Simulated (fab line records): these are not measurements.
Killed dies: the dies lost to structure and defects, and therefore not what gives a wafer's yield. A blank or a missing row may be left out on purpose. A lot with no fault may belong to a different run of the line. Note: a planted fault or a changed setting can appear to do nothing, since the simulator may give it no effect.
fab line records	flow gf180mcu
record: lots: 11	wafers: 33	last-day: 34
route steps=602 shown V1@340 M2@362 V4@499
lots untouched by any fault: they come from a run of this same line in which no faults occurred
start-h: start of the lot's first displayed wafer, in hours after the record's first day	wait-h: how many hours have passed since the lot's step before this one	" the same as in the row above	L1.1+2: a row that stands for several wafers	- value missing, or start not given	* or withheld: withheld	< > ~ a bound
route shown NAME@n: NAME is a module with steps in the file, n the number in the route of the first one	usual: mean/standard deviation of fault-free wafers	same: alike in all rows	chamber/n: place in a boat	sites: per-site readings	_std_site: standard deviation of those values	_edge_site: the outer-site mean with the inner-site mean subtracted	radius-mm: for every site, how far away it sits from the centre of the wafer	mask NAME#n: copy n	behind: the most recent tool/chamber to have shaped the wafer	hold: why the lot was held/for how many hours/how that ended	device: the transistor (n, p or np) that didn't switch	end of line: the same wafers' tests at the end of the route	step lacking rows: just its recipe	killed: count of dies lost to structure and defects at first sort (not the wafer's yield)	map: shows each die of a wafer: x if killed, . if not, _ if none is there
set.NAME: the setting that was run; set.NAME@STEP: the one run at that earlier step	model.NAME: the simulator's own value behind a step, which no gauge read
steps of the route over a sample of lots; a table a step, a row a wafer
services: a tool's chamber out of use, with start hour (start-h, from the record's first day; less than 0 if before it), hours out, and reason
== steps ==
step: GF_V1_BOW_MEAS_05
recipe: mode: bow
usual: V1_BOW: 81/7
lot.wafer	tool	chamber	start-h	wait-h	V1_BOW[um]
L893.2	film-metro-01	-	399.57	0.2	76
L893.5	"	-	"	"	79
L893.6	"	-	"	"	94
L894.2	film-metro-01	-	409.15	0.3	74
L894.3	"	-	"	"	78
L894.5	"	-	"	"	80
L895.3	film-metro-03	-	422.32	0.2	87
L895.5	"	-	"	"	75
L895.6	"	-	"	"	79
L897.1	film-metro-03	-	440.94	0.1	70
L897.5	"	-	"	"	73
L897.6	"	-	"	"	74
L898.2	film-metro-01	-	456.75	0.2	92
L898.3	"	-	"	"	86
L898.6	"	-	"	"	98
L903.1	film-metro-01	-	495.36	0.1	71
L903.5	"	-	"	"	84
L903.6	"	-	"	"	87
L904.2	film-metro-03	-	506.67	0.3	75
L904.3	"	-	"	"	67
L904.5	"	-	"	"	68
L905.2	film-metro-02	-	509.36	0.2	74
L905.3	"	-	"	"	81
L905.6	"	-	"	"	74
L906.1	film-metro-03	-	518.34	0.2	88
L906.2	"	-	"	"	80
L906.3	"	-	"	"	91
L907.1	film-metro-01	-	526.48	0.2	91
L907.4	"	-	"	"	86
L907.6	"	-	"	"	78
L915.1	film-metro-03	-	589.98	0.2	80
L915.2	"	-	"	"	88
L915.4	"	-	"	"	79
step: GF_M2_SPUTTER_00
recipe: material: Ti	target-thk-nm: 37.5	arriving-ion-energy-ev: 80	substrate-temp-c: 200	chamber-pressure-pa: 2	power-w: 4000	time-s: 150
usual: throttle-valve-pct: 30.2/0.59
lot.wafer	tool	chamber	start-h	wait-h	throttle-valve-pct
L893.2	pvd-sputter-01	-	425.09	0.1	30.2
L893.5	"	-	"	"	30.5
L893.6	"	-	"	"	31.0
L894.2	pvd-sputter-03	-	435.54	0.2	30.3
L894.3	"	-	"	"	29.2
L894.5	"	-	"	"	30.9
L895.3	pvd-sputter-01	-	448.73	0.1	30.4
L895.5	"	-	"	"	30.2
L895.6	"	-	"	"	30.6
L897.1	pvd-sputter-04	-	466.79	0.2	30.4
L897.5	"	-	"	"	30.4
L897.6	"	-	"	"	30.7
L898.2	pvd-sputter-03	-	483.08	0.2	28.9
L898.3	"	-	"	"	30.8
L898.6	"	-	"	"	29.0
L903.1	pvd-sputter-01	-	520.16	0.2	30.0
L903.5	"	-	"	"	30.2
L903.6	"	-	"	"	30.7
L904.2	pvd-sputter-04	-	531.92	0.2	30.2
L904.3	"	-	"	"	30.9
L904.5	"	-	"	"	30.8
L905.2	pvd-sputter-01	-	534.06	0.1	30.4
L905.3	"	-	"	"	30.1
L905.6	"	-	"	"	30.0
L906.1	pvd-sputter-01	-	543.06	0.1	30.8
L906.2	"	-	"	"	30.5
L906.3	"	-	"	"	30.4
L907.1	pvd-sputter-01	-	551.01	0.2	30.6
L907.4	"	-	"	"	30.7
L907.6	"	-	"	"	30.5
L915.1	pvd-sputter-03	-	613.13	0.2	30.4
L915.2	"	-	"	"	30.4
L915.4	"	-	"	"	29.1
step: GF_M2_SPUTTER_02
recipe: material: AlCu	target-thk-nm: 450	power-w: 10600	time-s: 23.9	chamber-pressure-pa: 0.4
usual: throttle-valve-pct: 30.2/0.57
lot.wafer	tool	chamber	start-h	wait-h	throttle-valve-pct
L893.2	pvd-sputter-01	-	425.22	0.0	30.0
L893.5	"	-	"	"	30.5
L893.6	"	-	"	"	30.6
L894.2	pvd-sputter-03	-	435.67	0.0	30.0
L894.3	"	-	"	"	29.5
L894.5	"	-	"	"	30.6
L895.3	pvd-sputter-01	-	448.86	0.0	30.4
L895.5	"	-	"	"	30.4
L895.6	"	-	"	"	30.4
L897.1	pvd-sputter-04	-	467.05	0.0	30.6
L897.5	"	-	"	"	30.4
L897.6	"	-	"	"	30.8
L898.2	pvd-sputter-03	-	483.21	0.0	28.8
L898.3	"	-	"	"	30.7
L898.6	"	-	"	"	28.9
L903.1	pvd-sputter-01	-	520.29	0.0	30.2
L903.5	"	-	"	"	30.5
L903.6	"	-	"	"	30.5
L904.2	pvd-sputter-04	-	532.06	0.0	30.3
L904.3	"	-	"	"	30.9
L904.5	"	-	"	"	30.5
L905.2	pvd-sputter-01	-	534.19	0.0	30.7
L905.3	"	-	"	"	30.1
L905.6	"	-	"	"	30.1
L906.1	pvd-sputter-01	-	543.19	0.0	30.7
L906.2	"	-	"	"	30.2
L906.3	"	-	"	"	30.2
L907.1	pvd-sputter-01	-	551.15	0.0	30.3
L907.4	"	-	"	"	30.5
L907.6	"	-	"	"	30.8
L915.1	pvd-sputter-03	-	613.26	0.0	30.1
L915.2	"	-	"	"	30.7
L915.4	"	-	"	"	28.5
step: GF_V4_CVD_23
recipe: material: W	target-thk-nm: 350	time-s: 104.9	temp-c: 400	pressure-torr: 40
usual: heater-power-w: 889/88
lot.wafer	tool	chamber	start-h	wait-h	heater-power-w
L893.2	cvd-w-02	1	576.15	0.0	994
L893.5	"	0	"	"	862
L893.6	"	1	"	"	967
L894.2	cvd-w-02	1	585.57	0.0	1029
L894.3	"	0	"	"	865
L894.5	"	0	"	"	836
L895.3	cvd-w-01	0	596.02	0.1	919
L895.5	"	1	"	"	752
L895.6	"	0	"	"	927
L897.1	cvd-w-02	0	613.23	0.0	878
L897.5	"	0	"	"	873
L897.6	"	1	"	"	991
L898.2	cvd-w-02	0	623.99	0.0	861
L898.3	"	0	"	"	898
L898.6	"	1	"	"	974
L903.1	cvd-w-02	0	659.05	0.0	894
L903.5	"	0	"	"	891
L903.6	"	1	"	"	982
L904.2	cvd-w-02	0	668.04	0.0	871
L904.3	"	1	"	"	954
L904.5	"	0	"	"	864
L905.2	cvd-w-02	1	669.89	0.0	1004
L905.3	"	0	"	"	862
L905.6	"	1	"	"	979
L906.1	cvd-w-01	0	678.33	0.0	885
L906.2	"	1	"	"	723
L906.3	"	1	"	"	732
L907.1	cvd-w-02	1	684.48	0.0	987
L907.4	"	1	"	"	1017
L907.6	"	1	"	"	1010
L915.1	cvd-w-01	0	736.48	0.0	914
L915.2	"	1	"	"	746
L915.4	"	1	"	"	742
step: GF_V4_RS_MEAS_24
recipe: thk-meas-gauge: four-point-probe	reads: W_of_V4_CVD_23+TiN_of_V4_SPUTTER_22+Ti_of_V4_SPUTTER_21
usual: V4_W_RS: 0.328/0.0031
lot.wafer	tool	chamber	start-h	wait-h	V4_W_RS[ohm/sq]
L893.2	film-metro-04	-	576.28	0.1	0.329
L893.5	"	-	"	"	0.330
L893.6	"	-	"	"	0.328
L894.2	film-metro-04	-	585.70	0.1	0.332
L894.3	"	-	"	"	0.331
L894.5	"	-	"	"	0.330
L895.3	film-metro-04	-	596.14	0.1	0.329
L895.5	"	-	"	"	0.331
L895.6	"	-	"	"	0.332
L897.1	film-metro-03	-	613.34	0.1	0.328
L897.5	"	-	"	"	0.327
L897.6	"	-	"	"	0.330
L898.2	film-metro-03	-	624.12	0.1	0.327
L898.3	"	-	"	"	0.326
L898.6	"	-	"	"	0.324
L903.1	film-metro-03	-	659.16	0.1	0.331
L903.5	"	-	"	"	0.332
L903.6	"	-	"	"	0.328
L904.2	film-metro-03	-	668.17	0.1	0.183
L904.3	"	-	"	"	0.334
L904.5	"	-	"	"	0.327
L905.2	film-metro-02	-	670.02	0.1	0.184
L905.3	"	-	"	"	0.330
L905.6	"	-	"	"	0.186
L906.1	film-metro-03	-	678.44	0.1	0.324
L906.2	"	-	"	"	0.325
L906.3	"	-	"	"	0.332
L907.1	film-metro-02	-	684.59	0.1	0.328
L907.4	"	-	"	"	0.184
L907.6	"	-	"	"	0.185
L915.1	film-metro-03	-	736.59	0.1	0.327
L915.2	"	-	"	"	0.328
L915.4	"	-	"	"	0.324
step: GF_V4_THK_MEAS_25
recipe: thk-meas-gauge: xrf	reads: W_of_V4_CVD_23
usual: V4_W_THK: 339/4.5
lot.wafer	tool	chamber	start-h	wait-h	V4_W_THK[nm]
L893.2	film-metro-04	-	576.39	0.1	337
L893.5	"	-	"	"	338
L893.6	"	-	"	"	338
L894.2	film-metro-04	-	585.81	0.1	335
L894.3	"	-	"	"	337
L894.5	"	-	"	"	336
L895.3	film-metro-04	-	596.24	0.1	337
L895.5	"	-	"	"	337
L895.6	"	-	"	"	335
L897.1	film-metro-03	-	613.46	0.1	343
L897.5	"	-	"	"	342
L897.6	"	-	"	"	339
L898.2	film-metro-03	-	624.23	0.1	340
L898.3	"	-	"	"	339
L898.6	"	-	"	"	342
L903.1	film-metro-03	-	659.28	0.1	340
L903.5	"	-	"	"	339
L903.6	"	-	"	"	341
L904.2	film-metro-03	-	668.28	0.1	-
L904.3	"	-	"	"	337
L904.5	"	-	"	"	344
L905.2	film-metro-02	-	670.13	0.1	564
L905.3	"	-	"	"	331
L905.6	"	-	"	"	560
L906.1	film-metro-03	-	678.56	0.1	341
L906.2	"	-	"	"	342
L906.3	"	-	"	"	337
L907.1	film-metro-02	-	684.71	0.1	332
L907.4	"	-	"	"	567
L907.6	"	-	"	"	567
L915.1	film-metro-03	-	736.71	0.1	342
L915.2	"	-	"	"	340
L915.4	"	-	"	"	342
step: GF_V4_CMP_26
recipe: stop-on: SiO2	down-force-psi: 3.5	platen-rpm: 60	t-overpolish-s: 15	target-thk-nm: 0	pad-velocity-m-s: 0.94248
usual: motor-current-A: 11.2/1	retaining-ring-pressure-frac: 1.000/0.0053	time-to-endpoint-s: 84/4.8
lot.wafer	tool	chamber	start-h	wait-h	motor-current-A	retaining-ring-pressure-frac	time-to-endpoint-s
L893.2	cmp-01	1	576.54	0.1	12.7	1.002	91
L893.5	"	3	"	"	10.1	1.000	85
L893.6	"	0	"	"	11.0	1.009	80
L894.2	cmp-01	0	585.86	0.0	10.9	0.993	86
L894.3	"	3	"	"	9.9	1.005	83
L894.5	"	0	"	"	11.0	1.002	84
L895.3	cmp-02	0	596.43	0.2	12.3	0.997	86
L895.5	"	1	"	"	11.6	1.003	84
L895.6	"	2	"	"	10.0	1.005	80
L897.1	cmp-01	0	613.57	0.1	11.1	1.003	87
L897.6	"	3	"	"	10.2	0.997	92
L897.5	"	0	"	"	10.7	0.996	90
L898.3	cmp-02	2	624.28	0.0	10.1	1.000	77
L898.2	"	3	"	"	11.9	1.002	84
L898.6	"	3	"	"	11.7	1.001	85
L903.1	cmp-01	0	659.34	0.1	10.7	1.000	81
L903.6	"	0	"	"	11.5	1.001	84
L903.5	"	1	"	"	12.3	1.000	88
L904.2	cmp-02	2	668.47	0.2	10.8	0.999	150
L904.3	"	3	"	"	11.0	1.002	86
L904.5	"	1	"	"	12.1	1.001	88
L905.3	cmp-02	2	670.56	0.4	10.2	1.000	85
L905.2	"	3	"	"	11.6	1.007	157
L905.6	"	1	"	"	12.8	0.995	153
L906.2	cmp-01	2	678.62	0.0	9.5	1.005	87
L906.3	"	0	"	"	10.9	1.002	84
L906.1	"	1	"	"	12.5	0.996	90
L907.4	cmp-02	1	684.87	0.1	12.4	0.989	152
L907.1	"	2	"	"	10.3	1.004	80
L907.6	"	0	"	"	12.1	0.999	157
L915.2	cmp-01	0	736.86	0.1	10.4	0.989	80
L915.4	"	2	"	"	10.0	0.992	81
L915.1	"	3	"	"	10.0	0.998	84
== services ==
tool	chamber	start-h	hours	kind
cmp-02	-	404.00	4.0	pm
pvd-sputter-01	-	425.80	1.9	repair
cvd-w-02	1	432.19	6.7	repair
cmp-01	-	490.02	2.7	repair
cvd-w-01	-	496.35	14.6	pm
cmp-02	-	558.62	5.4	pm
cvd-w-01	-	563.08	1.2	repair
cmp-01	-	572.27	4.0	pm
cmp-01	-	580.27	1.1	repair
cmp-01	-	590.63	12.9	pm
cmp-01	-	607.34	0.7	repair
cvd-w-02	-	609.25	0.5	repair
pvd-sputter-01	-	609.38	2.2	repair
cmp-01	-	622.06	5.3	repair
cmp-01	-	650.45	1.9	repair
cmp-01	-	656.19	1.1	repair
cmp-01	-	661.53	0.4	repair
cmp-01	-	667.30	7.6	pm
cmp-02	-	686.86	4.5	repair
pvd-sputter-01	-	691.19	4.7	repair
pvd-sputter-03	-	693.65	13.4	repair
cmp-01	-	701.37	0.3	repair
cvd-w-02	-	730.52	0.4	repair
cmp-01	-	732.81	2.5	repair
== key ==
first-sign: step: GF_V4_RS_MEAS_24	reading: V4_W_RS	direction: down	sigmas: 46	usual: 0.328	struck: 0.184
effect: step: GF_V4_THK_MEAS_25	reading: V4_W_THK	direction: up	sigmas: 50	usual: 339	struck: 565
effect: step: GF_V4_CMP_26	reading: time-to-endpoint-s	direction: up	sigmas: 15	usual: *	struck: *
met-at GF_V4_CVD_23
struck-lots L904,L905,L907
struck-wafers L904.2,L905.2,L905.6,L907.4,L907.6
not-acting-at GF_V1_BOW_MEAS_05,GF_M2_SPUTTER_00,GF_M2_SPUTTER_02
onset-between 659.05 668.04
fault: kind: process-parameter-drift	tool: cvd-w-02	chamber: -	onset-h: 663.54	steps: GF_V4_CVD_23	channel: target-thk-nm	offset: 270.47	shape: step	end-h: 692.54	scope: struck-wafers-only	acts-in: these-recipes-only	stated: 350
